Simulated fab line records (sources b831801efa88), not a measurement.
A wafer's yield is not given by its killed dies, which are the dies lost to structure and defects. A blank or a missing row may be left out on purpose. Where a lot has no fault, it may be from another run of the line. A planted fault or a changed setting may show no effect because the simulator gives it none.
The tool behind it: which one? || flow gf180mcu || 42 wafers from 14 lots sampled at 3 of the route's 602 steps

## WHAT THE GAUGES SHOWED, per wafer
GF_V2_BOW_MEAS_05. Usual: V2_BOW 100 um, standard deviation 7.4.
{"lot": "L805", "measured": "day 19 07:16", "on": "filmMetro-03", "V2_BOW (um)": "93 111 106", "flag": ""}
{"lot": "L806", "measured": "day 20 01:02", "on": "filmMetro-04", "V2_BOW (um)": "104 97 102", "flag": ""}
{"lot": "L807", "measured": "day 20 13:06", "on": "filmMetro-03", "V2_BOW (um)": "98 86 94", "flag": ""}
{"lot": "L808", "measured": "day 20 10:53", "on": "filmMetro-04", "V2_BOW (um)": "106 97 98", "flag": ""}
{"lot": "L810", "measured": "day 21 09:39", "on": "filmMetro-02", "V2_BOW (um)": "97 101 94", "flag": ""}
{"lot": "L817", "measured": "day 23 17:40", "on": "filmMetro-02", "V2_BOW (um)": "91 109 109", "flag": ""}
{"lot": "L821", "measured": "day 24 21:58", "on": "filmMetro-02", "V2_BOW (um)": "107 104 94", "flag": ""}
{"lot": "L822", "measured": "day 25 15:46", "on": "filmMetro-03", "V2_BOW (um)": "102 99 99", "flag": ""}
{"lot": "L824", "measured": "day 25 20:31", "on": "filmMetro-04", "V2_BOW (um)": "110 96 97", "flag": ""}
{"lot": "L825", "measured": "day 26 03:23", "on": "filmMetro-03", "V2_BOW (um)": "99 106 90", "flag": ""}
{"lot": "L826", "measured": "day 27 06:44", "on": "filmMetro-04", "V2_BOW (um)": "101 102 92", "flag": ""}
{"lot": "L828", "measured": "day 27 10:55", "on": "filmMetro-02", "V2_BOW (um)": "107 101 102", "flag": ""}

## WHAT TOOL EACH LOT RAN ON (gives the tool, then ch and the chambers of the sampled wafers, and finally the start)
{"lot": "L805", "GF_STI_CVD_23": "hdpcvd-02 ch 0,2, day 2 03:42", "GF_M1_SPUTTER_03": "pvdSputter-04, day 16 03:53"}
{"lot": "L806", "GF_STI_CVD_23": "hdpcvd-01 ch 0,1, day 2 08:40", "GF_M1_SPUTTER_03": "pvdSputter-04, day 16 21:01"}
{"lot": "L807", "GF_STI_CVD_23": "hdpcvd-02 ch 0,1,2, day 2 13:44", "GF_M1_SPUTTER_03": "pvdSputter-02, day 17 07:31"}
{"lot": "L808", "GF_STI_CVD_23": "hdpcvd-02 ch 0,1,2, day 2 20:37", "GF_M1_SPUTTER_03": "pvdSputter-02, day 17 05:16"}
{"lot": "L810", "GF_STI_CVD_23": "hdpcvd-01 ch 0,1, day 3 05:29", "GF_M1_SPUTTER_03": "pvdSputter-02, day 18 04:23"}
{"lot": "L812", "GF_STI_CVD_23": "hdpcvd-01 ch 0,1,2, day 3 16:29", "GF_M1_SPUTTER_03": "-"}
{"lot": "L813", "GF_STI_CVD_23": "hdpcvd-01 ch 0,1,2, day 3 21:26", "GF_M1_SPUTTER_03": "-"}
{"lot": "L817", "GF_STI_CVD_23": "hdpcvd-01 ch 0,1,2, day 4 16:43", "GF_M1_SPUTTER_03": "pvdSputter-01, day 20 14:00"}
{"lot": "L821", "GF_STI_CVD_23": "hdpcvd-01 ch 0,1, day 5 13:45", "GF_M1_SPUTTER_03": "pvdSputter-02, day 21 21:16"}
{"lot": "L822", "GF_STI_CVD_23": "hdpcvd-01 ch 0,1,2, day 5 19:25", "GF_M1_SPUTTER_03": "pvdSputter-01, day 22 14:53"}
{"lot": "L824", "GF_STI_CVD_23": "hdpcvd-01 ch 0,1,2, day 6 05:07", "GF_M1_SPUTTER_03": "pvdSputter-01, day 22 20:22"}
{"lot": "L825", "GF_STI_CVD_23": "hdpcvd-01 ch 0,1,2, day 6 10:22", "GF_M1_SPUTTER_03": "pvdSputter-02, day 23 06:01"}
{"lot": "L826", "GF_STI_CVD_23": "hdpcvd-01 ch 1,2, day 6 19:55", "GF_M1_SPUTTER_03": "pvdSputter-04, day 24 08:37"}
{"lot": "L828", "GF_STI_CVD_23": "hdpcvd-01 ch 0,1,2, day 7 06:35", "GF_M1_SPUTTER_03": "pvdSputter-01, day 24 14:07"}
- GF_STI_CVD_23: deposits SiO2, target thk 650 nm, time 108.3 s.
- GF_M1_SPUTTER_03: material Ti, target thk 10 nm, time 6.7 s.

## AS READ BY THE TOOLS THEMSELVES (means over the sampled wafers that have a number; for cases with no such wafer, the mark the record gives instead)
GF_STI_CVD_23. Usual: pressureMtorr 6.001 mTorr, standard deviation 0.012; runLengthS 136.3 s, standard deviation 0.51; sih4FlowSccm 59.96 sccm, standard deviation 0.2.
{"lot": "L805", "tool": "hdpcvd-02", "pressureMtorr (mTorr)": 5.997, "runLengthS (s)": 136.2, "sih4FlowSccm (sccm)": 59.97, "flag": ""}
{"lot": "L806", "tool": "hdpcvd-01", "pressureMtorr (mTorr)": 6.007, "runLengthS (s)": 136.1, "sih4FlowSccm (sccm)": 60.05, "flag": ""}
{"lot": "L807", "tool": "hdpcvd-02", "pressureMtorr (mTorr)": 6.001, "runLengthS (s)": 135.9, "sih4FlowSccm (sccm)": 59.95, "flag": ""}
{"lot": "L808", "tool": "hdpcvd-02", "pressureMtorr (mTorr)": 6.009, "runLengthS (s)": 136.1, "sih4FlowSccm (sccm)": 59.91, "flag": ""}
{"lot": "L810", "tool": "hdpcvd-01", "pressureMtorr (mTorr)": 6.007, "runLengthS (s)": 135.8, "sih4FlowSccm (sccm)": 59.98, "flag": ""}
{"lot": "L812", "tool": "hdpcvd-01", "pressureMtorr (mTorr)": "-", "runLengthS (s)": "-", "sih4FlowSccm (sccm)": "-", "flag": "OFF"}
{"lot": "L813", "tool": "hdpcvd-01", "pressureMtorr (mTorr)": "-", "runLengthS (s)": "-", "sih4FlowSccm (sccm)": "-", "flag": "OFF"}
{"lot": "L817", "tool": "hdpcvd-01", "pressureMtorr (mTorr)": 5.997, "runLengthS (s)": 136.6, "sih4FlowSccm (sccm)": 60.07, "flag": ""}
{"lot": "L821", "tool": "hdpcvd-01", "pressureMtorr (mTorr)": 5.990, "runLengthS (s)": 136.3, "sih4FlowSccm (sccm)": 59.95, "flag": ""}
{"lot": "L822", "tool": "hdpcvd-01", "pressureMtorr (mTorr)": 5.999, "runLengthS (s)": 136.4, "sih4FlowSccm (sccm)": 60.07, "flag": ""}
{"lot": "L824", "tool": "hdpcvd-01", "pressureMtorr (mTorr)": 5.998, "runLengthS (s)": 136.3, "sih4FlowSccm (sccm)": 60.12, "flag": ""}
{"lot": "L825", "tool": "hdpcvd-01", "pressureMtorr (mTorr)": 5.990, "runLengthS (s)": 136.6, "sih4FlowSccm (sccm)": 60.01, "flag": ""}
{"lot": "L826", "tool": "hdpcvd-01", "pressureMtorr (mTorr)": 6.008, "runLengthS (s)": 136.9, "sih4FlowSccm (sccm)": 59.96, "flag": ""}
{"lot": "L828", "tool": "hdpcvd-01", "pressureMtorr (mTorr)": 6.000, "runLengthS (s)": 136.6, "sih4FlowSccm (sccm)": 59.97, "flag": ""}

GF_M1_SPUTTER_03. Usual: throttleValvePct 30.5 %, standard deviation 1.
{"lot": "L805", "tool": "pvdSputter-04", "throttleValvePct (%)": 30.6, "flag": ""}
{"lot": "L806", "tool": "pvdSputter-04", "throttleValvePct (%)": 31.4, "flag": ""}
{"lot": "L807", "tool": "pvdSputter-02", "throttleValvePct (%)": 30.8, "flag": ""}
{"lot": "L808", "tool": "pvdSputter-02", "throttleValvePct (%)": 31.0, "flag": ""}
{"lot": "L810", "tool": "pvdSputter-02", "throttleValvePct (%)": 29.8, "flag": ""}
{"lot": "L817", "tool": "pvdSputter-01", "throttleValvePct (%)": 30.1, "flag": ""}
{"lot": "L821", "tool": "pvdSputter-02", "throttleValvePct (%)": 29.8, "flag": ""}
{"lot": "L822", "tool": "pvdSputter-01", "throttleValvePct (%)": 30.2, "flag": ""}
{"lot": "L824", "tool": "pvdSputter-01", "throttleValvePct (%)": 30.4, "flag": ""}
{"lot": "L825", "tool": "pvdSputter-02", "throttleValvePct (%)": 29.7, "flag": ""}
{"lot": "L826", "tool": "pvdSputter-04", "throttleValvePct (%)": 31.3, "flag": ""}
{"lot": "L828", "tool": "pvdSputter-01", "throttleValvePct (%)": 29.9, "flag": ""}

## THE ANSWER, worked out from the rows above alone
Rule: lot off if the mean of its wafers having a number is beyond 3 standard deviations from the usual mean. A lot without any number at a reading at which 4 lots or more have one is off too. All remaining lots with rows at the step are treated as sound. Order of review: gauges by route order, followed by the tools' own readings, for which a lot's mean as printed above is used. The first step at which some lot is off is used, and at that step the reading that is off furthest; a lot without a number counts as furthest.
Off: L812, L813 (GF_STI_CVD_23, pressureMtorr). Without a number there: L812, L813.
A tool fits if, at that step or a process step before it, it ran every lot that is off, and no sound lot after the first of them. Of those tried, none fits.

## WHAT WAS PUT IN BY THE SIMULATOR
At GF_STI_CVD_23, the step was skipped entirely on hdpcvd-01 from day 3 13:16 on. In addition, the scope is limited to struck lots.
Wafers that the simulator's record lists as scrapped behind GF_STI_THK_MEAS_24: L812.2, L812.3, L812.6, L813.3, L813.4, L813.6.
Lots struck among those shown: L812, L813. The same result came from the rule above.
